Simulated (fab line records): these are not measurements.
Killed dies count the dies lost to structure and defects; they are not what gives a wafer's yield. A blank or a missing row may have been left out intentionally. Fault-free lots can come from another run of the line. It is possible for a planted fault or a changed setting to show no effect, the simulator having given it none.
Which tool did it?    flow sfq line    39 wafers from 13 lots sampled at 4 of the route's 325 steps

## WHAT EACH GAUGE READ, for each wafer
SFQ_M5_OVL_MEAS_932.
lot   measured      on          M5_OVL (nm)
L466  day 55 21:43  overlay-02  7 1 2
L468  day 57 01:26  overlay-01  -2 -3 1
L469  day 57 03:50  overlay-01  8 3 2
L471  day 63 02:33  overlay-02  -7 -1 2
L473  day 63 15:46  overlay-01  -3 1 3
L474  day 64 00:09  overlay-01  8 9 9
L475  day 64 06:09  overlay-01  4 0 6
L476  day 65 18:06  overlay-02  -4 -1 -3
L482  day 70 21:18  overlay-01  1 0 -1
L484  day 71 06:54  overlay-01  2 -4 0
L485  day 71 12:55  overlay-02  3 -3 1
L487  day 71 20:06  overlay-02  6 -3 0
L488  day 71 21:18  overlay-02  6 5 7

## WHAT TOOL EACH LOT RAN ON (gives the tool, then ch and the chambers of the sampled wafers, and finally the start)
lot   SFQ_TRILAYER_M4_STRIP_STRIP_097    SFQ_TRILAYER_I4_VIA_ETCH_VIA_ETCH_106  SFQ_TRILAYER_JJ_TRILAYER_DEP_SPUTTER_109
L466  rie metal-01 ch 0, day 49 10:21    rie diel-01 ch 0,3, day 49 17:50       pvd sputter-03, day 49 19:22
L468  rie metal-02 ch 1, day 50 03:20    rie diel-03 ch 0,2,3, day 50 11:26     pvd sputter-06, day 50 12:21
L469  rie metal-01 ch 0, day 50 09:09    rie diel-03 ch 0,3, day 50 16:46       pvd sputter-05, day 50 17:41
L471  rie metal-02 ch 0,1, day 51 07:28  rie diel-01 ch 0,2,3, day 57 07:08     pvd sputter-03, day 57 08:02
L473  rie metal-01 ch 0,1, day 51 15:59  rie diel-02 ch 0,2,3, day 57 17:41     pvd sputter-03, day 57 18:36
L474  rie metal-02 ch 0,1, day 52 03:59  rie diel-03 ch 1,2,3, day 58 04:29     pvd sputter-06, day 58 05:24
L475  rie metal-01 ch 0,1, day 52 12:23  rie diel-02 ch 1,2, day 58 13:01       pvd sputter-06, day 58 13:56
L476  rie metal-04 ch 0,1, day 53 11:11  rie diel-02 ch 0,3, day 59 10:37       pvd sputter-03, day 59 11:32
L482  rie metal-01 ch 0,1, day 55 05:19  rie diel-01 ch 1,3, day 60 22:37       pvd sputter-05, day 60 23:32
L484  rie metal-02 ch 0, day 55 10:14    rie diel-03 ch 0,1,2, day 61 04:37     pvd sputter-06, day 61 05:32
L485  rie metal-04 ch 0,1, day 55 15:50  rie diel-01 ch 2,3, day 61 08:13       pvd sputter-05, day 61 09:08
L487  rie metal-01 ch 0, day 56 02:17    rie diel-03 ch 1,2, day 61 15:25       pvd sputter-06, day 61 16:20
L488  rie metal-01 ch 0, day 56 07:17    rie diel-01 ch 0,3, day 61 19:01       pvd sputter-05, day 61 19:56
- SFQ_TRILAYER_M4_STRIP_STRIP_097: strips in O2.
- SFQ_TRILAYER_I4_VIA_ETCH_VIA_ETCH_106: etches SiO2 in CHF3, stops on Nb, target depth 260 nm.
- SFQ_TRILAYER_JJ_TRILAYER_DEP_SPUTTER_109: material Nb, target thk 150 nm, time 100 s.

## AS READ BY THE TOOLS THEMSELVES (means over the sampled wafers that have a number; for cases with no such wafer, the mark the record gives instead)
SFQ_TRILAYER_M4_STRIP_STRIP_097.
lot   tool          chamber pressure mTorr (mTorr)  drypump motor current A (A)  he backside leak sccm (sccm)  oes product au (a.u.)
L466  rie metal-01  50.08                           6.0                          3.61                          0.998
L468  rie metal-02  50.02                           4.8                          3.27                          0.995
L469  rie metal-01  50.04                           6.0                          3.58                          0.992
L471  rie metal-02  50.04                           5.4                          3.37                          0.990
L473  rie metal-01  50.00                           5.9                          3.60                          0.998
L474  rie metal-02  50.03                           5.1                          3.41                          0.995
L475  rie metal-01  50.02                           5.9                          3.84                          0.996
L476  rie metal-04  49.93                           5.1                          3.62                          0.999
L482  rie metal-01  50.02                           5.9                          3.74                          0.993
L484  rie metal-02  49.98                           5.7                          3.19                          1.009
L485  rie metal-04  49.99                           5.1                          3.46                          0.997
L487  rie metal-01  50.00                           6.0                          3.49                          0.991
L488  rie metal-01  50.00                           6.0                          3.73                          0.988

SFQ_TRILAYER_I4_VIA_ETCH_VIA_ETCH_106.
lot   tool         chamber pressure mTorr (mTorr)  drypump motor current A (A)  oes product au (a.u.)
L466  rie diel-01  29.984                          6.2                          0.850
L468  rie diel-03  29.991                          5.8                          0.860
L469  rie diel-03  30.026                          6.2                          0.862
L471  rie diel-01  29.967                          6.1                          0.858
L473  rie diel-02  30.006                          5.8                          0.854
L474  rie diel-03  30.006                          5.8                          0.858
L475  rie diel-02  30.016                          6.0                          0.855
L476  rie diel-02  30.010                          5.7                          0.860
L482  rie diel-01  30.018                          6.1                          0.855
L484  rie diel-03  30.020                          5.9                          0.853
L485  rie diel-01  30.007                          6.0                          0.857
L487  rie diel-03  30.018                          5.8                          0.847
L488  rie diel-01  30.011                          6.2                          0.858

SFQ_TRILAYER_JJ_TRILAYER_DEP_SPUTTER_109.
lot   tool            throttle valve pct (%)
L466  pvd sputter-03  28.9
L468  pvd sputter-06  30.1
L469  pvd sputter-05  31.2
L471  pvd sputter-03  28.8
L473  pvd sputter-03  29.1
L474  pvd sputter-06  30.2
L475  pvd sputter-06  29.4
L476  pvd sputter-03  29.0
L482  pvd sputter-05  30.8
L484  pvd sputter-06  31.0
L485  pvd sputter-05  30.9
L487  pvd sputter-06  29.5
L488  pvd sputter-05  31.1

## THE ANSWER, worked out from the rows above alone
Rule: the lots themselves supply what counts as usual. Put in order of their means at a reading, lots are off if they are a third of the lots or fewer, leave a main group of 4 or more, and stand apart from it by a gap of 3 or more times the standard deviation of the main group's means; of several such gaps the widest counts. A main group whose means are all the same, to the digits that the tables above print for the reading, isn't used. Also off: a lot with no number at a reading for which 4 or more lots have one. Where the step has rows for the other lots, those lots are counted as sound. After the gauges, taken in route order, come the tools' own readings; for these a lot's mean is taken, as printed above. At the first step where some lot is off, the reading lying furthest off is the one used; lots without a number count as furthest.
No lot is off at any reading shown: from this, nothing can be told.

## WHAT THE SIMULATOR PUT IN
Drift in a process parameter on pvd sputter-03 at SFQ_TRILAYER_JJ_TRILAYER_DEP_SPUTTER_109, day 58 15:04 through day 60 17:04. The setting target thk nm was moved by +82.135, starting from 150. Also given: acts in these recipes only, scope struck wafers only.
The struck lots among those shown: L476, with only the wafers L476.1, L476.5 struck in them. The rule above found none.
